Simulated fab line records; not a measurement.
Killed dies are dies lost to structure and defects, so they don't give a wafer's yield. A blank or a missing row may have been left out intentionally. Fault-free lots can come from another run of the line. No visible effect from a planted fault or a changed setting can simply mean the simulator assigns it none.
Which tool did it? || flow gf180mcu || 13 lots, 39 wafers sampled, at 6 steps of a route of 602

## WHAT THE GAUGES READ, wafer by wafer
GF_POLY_GATE_THK_MEAS_01.
{"lot": "L635", "measured": "day 8 11:38", "on": "film metro-01", "POLY_GATE_CVD_00_THK (nm)": "201.7 202.2 200.6"}
{"lot": "L636", "measured": "day 8 17:32", "on": "film metro-03", "POLY_GATE_CVD_00_THK (nm)": "198.6 200.2 198.0"}
{"lot": "L637", "measured": "day 9 00:38", "on": "film metro-03", "POLY_GATE_CVD_00_THK (nm)": "201.1 204.3 203.7"}
{"lot": "L640", "measured": "day 9 21:22", "on": "film metro-01", "POLY_GATE_CVD_00_THK (nm)": "202.0 201.9 200.4"}
{"lot": "L641", "measured": "day 10 05:44", "on": "film metro-03", "POLY_GATE_CVD_00_THK (nm)": "200.4 201.6 200.1"}
{"lot": "L642", "measured": "day 10 13:38", "on": "film metro-04", "POLY_GATE_CVD_00_THK (nm)": "199.8 200.9 200.8"}
{"lot": "L643", "measured": "day 10 20:16", "on": "film metro-01", "POLY_GATE_CVD_00_THK (nm)": "199.3 201.3 198.8"}
{"lot": "L645", "measured": "day 11 09:14", "on": "film metro-03", "POLY_GATE_CVD_00_THK (nm)": "201.9 201.6 201.3"}
{"lot": "L646", "measured": "day 11 12:12", "on": "film metro-03", "POLY_GATE_CVD_00_THK (nm)": "197.8 196.3 197.2"}
{"lot": "L655", "measured": "day 14 09:10", "on": "film metro-04", "POLY_GATE_CVD_00_THK (nm)": "197.7 198.1 197.1"}
{"lot": "L656", "measured": "day 14 20:10", "on": "film metro-04", "POLY_GATE_CVD_00_THK (nm)": "200.5 198.5 198.5"}
{"lot": "L657", "measured": "day 14 21:18", "on": "film metro-04", "POLY_GATE_CVD_00_THK (nm)": "200.0 202.1 199.3"}
{"lot": "L658", "measured": "day 15 02:44", "on": "film metro-01", "POLY_GATE_CVD_00_THK (nm)": "198.5 198.8 200.6"}

GF_POLY_GATE_THK_MEAS_17.
{"lot": "L635", "measured": "day 9 05:46", "on": "film metro-04", "POLY_GATE_OXIDATION_THK (nm)": "4.06 4.12 4.19"}
{"lot": "L636", "measured": "day 9 12:26", "on": "film metro-03", "POLY_GATE_OXIDATION_THK (nm)": "3.93 3.77 3.93"}
{"lot": "L637", "measured": "day 9 20:46", "on": "film metro-04", "POLY_GATE_OXIDATION_THK (nm)": "4.05 4.06 3.95"}
{"lot": "L640", "measured": "day 10 16:54", "on": "film metro-03", "POLY_GATE_OXIDATION_THK (nm)": "3.97 4.12 4.09"}
{"lot": "L641", "measured": "day 11 02:10", "on": "film metro-04", "POLY_GATE_OXIDATION_THK (nm)": "4.06 4.08 4.12"}
{"lot": "L642", "measured": "day 11 10:01", "on": "film metro-03", "POLY_GATE_OXIDATION_THK (nm)": "3.90 3.93 3.98"}
{"lot": "L643", "measured": "day 11 17:22", "on": "film metro-03", "POLY_GATE_OXIDATION_THK (nm)": "3.99 3.99 3.96"}
{"lot": "L645", "measured": "day 12 06:16", "on": "film metro-01", "POLY_GATE_OXIDATION_THK (nm)": "3.83 4.00 3.95"}
{"lot": "L646", "measured": "day 12 09:15", "on": "film metro-03", "POLY_GATE_OXIDATION_THK (nm)": "3.98 3.91 3.92"}
{"lot": "L655", "measured": "day 15 07:50", "on": "film metro-01", "POLY_GATE_OXIDATION_THK (nm)": "3.89 3.85 3.86"}
{"lot": "L656", "measured": "day 15 19:49", "on": "film metro-04", "POLY_GATE_OXIDATION_THK (nm)": "4.16 4.15 4.07"}
{"lot": "L657", "measured": "day 15 21:04", "on": "film metro-04", "POLY_GATE_OXIDATION_THK (nm)": "4.06 3.98 4.16"}
{"lot": "L658", "measured": "day 16 02:31", "on": "film metro-03", "POLY_GATE_OXIDATION_THK (nm)": "3.92 4.05 3.98"}

GF_POLY_GATE_CD_MEAS_18.
{"lot": "L635", "measured": "day 9 05:49", "on": "cd sem-01", "cd nm (nm)": "277.6 280.0 281.0"}
{"lot": "L636", "measured": "day 9 12:29", "on": "cd sem-01", "cd nm (nm)": "281.0 276.1 281.5"}
{"lot": "L637", "measured": "day 9 20:49", "on": "cd sem-01", "cd nm (nm)": "282.9 283.1 282.5"}
{"lot": "L640", "measured": "day 10 16:59", "on": "cd sem-02", "cd nm (nm)": "278.9 275.1 278.1"}
{"lot": "L641", "measured": "day 11 02:16", "on": "cd sem-01", "cd nm (nm)": "278.9 277.4 279.7"}
{"lot": "L642", "measured": "day 11 10:08", "on": "cd sem-02", "cd nm (nm)": "278.2 276.5 279.9"}
{"lot": "L643", "measured": "day 11 17:29", "on": "cd sem-02", "cd nm (nm)": "275.2 277.8 273.4"}
{"lot": "L645", "measured": "day 12 06:19", "on": "cd sem-02", "cd nm (nm)": "278.8 279.4 281.8"}
{"lot": "L646", "measured": "day 12 09:21", "on": "cd sem-02", "cd nm (nm)": "277.7 277.1 279.3"}
{"lot": "L655", "measured": "day 15 07:57", "on": "cd sem-01", "cd nm (nm)": "276.0 276.7 273.8"}
{"lot": "L656", "measured": "day 15 19:53", "on": "cd sem-02", "cd nm (nm)": "276.7 280.2 276.9"}
{"lot": "L657", "measured": "day 15 21:08", "on": "cd sem-02", "cd nm (nm)": "281.5 277.3 281.9"}
{"lot": "L658", "measured": "day 16 02:35", "on": "cd sem-01", "cd nm (nm)": "276.9 274.8 277.5"}

GF_NSD_CD_MEAS_07: target cd 400 nm.
{"lot": "L635", "measured": "day 13 05:45", "on": "cd sem-01", "cd nm (nm)": "395.6 395.9 397.2"}
{"lot": "L636", "measured": "day 13 18:11", "on": "cd sem-02", "cd nm (nm)": "397.7 398.1 400.3"}
{"lot": "L637", "measured": "day 14 00:40", "on": "cd sem-02", "cd nm (nm)": "401.2 398.3 398.3"}
{"lot": "L640", "measured": "day 15 02:45", "on": "cd sem-01", "cd nm (nm)": "400.6 399.0 399.3"}
{"lot": "L641", "measured": "day 15 10:46", "on": "cd sem-01", "cd nm (nm)": "398.8 399.9 399.4"}
{"lot": "L642", "measured": "day 15 21:02", "on": "cd sem-01", "cd nm (nm)": "400.6 400.9 402.3"}
{"lot": "L643", "measured": "day 16 01:45", "on": "cd sem-01", "cd nm (nm)": "398.2 397.9 398.4"}
{"lot": "L645", "measured": "day 16 19:14", "on": "cd sem-02", "cd nm (nm)": "- - -"}
{"lot": "L646", "measured": "day 16 21:38", "on": "cd sem-01", "cd nm (nm)": "397.9 399.2 400.4"}
{"lot": "L655", "measured": "day 20 07:05", "on": "cd sem-02", "cd nm (nm)": "403.6 403.5 401.7"}
{"lot": "L656", "measured": "day 20 21:55", "on": "cd sem-02", "cd nm (nm)": "397.7 397.4 397.0"}
{"lot": "L657", "measured": "day 20 23:17", "on": "cd sem-02", "cd nm (nm)": "399.4 397.0 399.5"}
{"lot": "L658", "measured": "day 21 04:20", "on": "cd sem-02", "cd nm (nm)": "405.2 406.2 405.0"}

GF_NSD_TW_MEAS_12.
{"lot": "L635", "measured": "day 13 06:19", "on": "film metro-04", "NSD_TW": "4277 4293 4295"}
{"lot": "L636", "measured": "day 13 18:44", "on": "film metro-01", "NSD_TW": "4278 4313 4290"}
{"lot": "L637", "measured": "day 14 01:13", "on": "film metro-04", "NSD_TW": "4333 4299 4294"}
{"lot": "L640", "measured": "day 15 03:17", "on": "film metro-04", "NSD_TW": "4296 4330 4303"}
{"lot": "L641", "measured": "day 15 11:18", "on": "film metro-01", "NSD_TW": "4256 4245 4234"}
{"lot": "L642", "measured": "day 15 21:34", "on": "film metro-01", "NSD_TW": "4241 4264 4264"}
{"lot": "L643", "measured": "day 16 02:19", "on": "film metro-01", "NSD_TW": "4251 4242 4278"}
{"lot": "L645", "measured": "day 16 19:47", "on": "film metro-02", "NSD_TW": "30 30 30"}
{"lot": "L646", "measured": "day 16 22:16", "on": "film metro-02", "NSD_TW": "4244 4244 4243"}
{"lot": "L655", "measured": "day 20 07:44", "on": "film metro-02", "NSD_TW": "4261 4267 4274"}
{"lot": "L656", "measured": "day 20 22:28", "on": "film metro-02", "NSD_TW": "4265 4288 4266"}
{"lot": "L657", "measured": "day 20 23:50", "on": "film metro-01", "NSD_TW": "4278 4274 4271"}
{"lot": "L658", "measured": "day 21 04:53", "on": "film metro-04", "NSD_TW": "4321 4316 4313"}

## EACH LOT AND THE TOOL THAT RAN IT (in order: tool; ch and the chambers of the sampled wafers; start)
{"lot": "L635", "GF_NSD_EXPOSE_04": "iline stepper-02 ch 0, day 12 20:35"}
{"lot": "L636", "GF_NSD_EXPOSE_04": "iline stepper-02 ch 0, day 13 07:40"}
{"lot": "L637", "GF_NSD_EXPOSE_04": "iline stepper-01 ch 0, day 13 14:51"}
{"lot": "L640", "GF_NSD_EXPOSE_04": "iline stepper-02 ch 0, day 14 16:15"}
{"lot": "L641", "GF_NSD_EXPOSE_04": "iline stepper-02 ch 0, day 15 00:06"}
{"lot": "L642", "GF_NSD_EXPOSE_04": "iline stepper-02 ch 0, day 15 10:29"}
{"lot": "L643", "GF_NSD_EXPOSE_04": "iline stepper-02 ch 0, day 15 15:56"}
{"lot": "L645", "GF_NSD_EXPOSE_04": "iline stepper-01 ch 0, day 16 08:17"}
{"lot": "L646", "GF_NSD_EXPOSE_04": "iline stepper-02 ch 0, day 16 11:04"}
{"lot": "L655", "GF_NSD_EXPOSE_04": "iline stepper-02 ch 0, day 19 19:20"}
{"lot": "L656", "GF_NSD_EXPOSE_04": "iline stepper-01 ch 0, day 20 09:11"}
{"lot": "L657", "GF_NSD_EXPOSE_04": "iline stepper-01 ch 0, day 20 11:11"}
{"lot": "L658", "GF_NSD_EXPOSE_04": "iline stepper-01 ch 0, day 20 16:59"}
- GF_NSD_EXPOSE_04: exposes mask Nplus, target cd 400 nm.

## WHAT THE TOOLS THEMSELVES READ (means of the sampled wafers that have a number; where no wafer has one, the mark that the record gives instead)
The record holds no such reading with a usual standard deviation.

## THE ANSWER, worked out from the rows above alone
Rule: what is usual is taken from the lots themselves. Put in order of their means at a reading, lots are off if they are a third of the lots or fewer, leave a main group of 4 or more, and stand apart from it by a gap of 3 or more times the standard deviation of the main group's means; of several such gaps the widest counts. A main group whose means are all the same, to the digits that the tables above print for the reading, isn't used. Also off: a lot with no number at a reading for which 4 or more lots have one. Where the step has rows for the other lots, those lots are counted as sound. First the gauges in route order, then the tools' own readings, where a lot's mean is used as printed above. At the first step where some lot is off, the reading lying furthest off is the one used; lots without a number count as furthest.
Off: L645, at GF_NSD_CD_MEAS_07 (cd nm). Without a number there: L645. The main group: mean 399.7 nm, standard deviation 2.4.
If a tool, at a process step before that reading, ran all the lots that are off and no sound lot after the first of them, it fits. Not tried: the gauges at GF_NSD_CD_MEAS_07; whatever is off there is also off at GF_NSD_TW_MEAS_12, on other tools, and gauge error can't account for it. Of those tried, none fits.

## WHAT HAD BEEN PUT IN BY THE SIMULATOR
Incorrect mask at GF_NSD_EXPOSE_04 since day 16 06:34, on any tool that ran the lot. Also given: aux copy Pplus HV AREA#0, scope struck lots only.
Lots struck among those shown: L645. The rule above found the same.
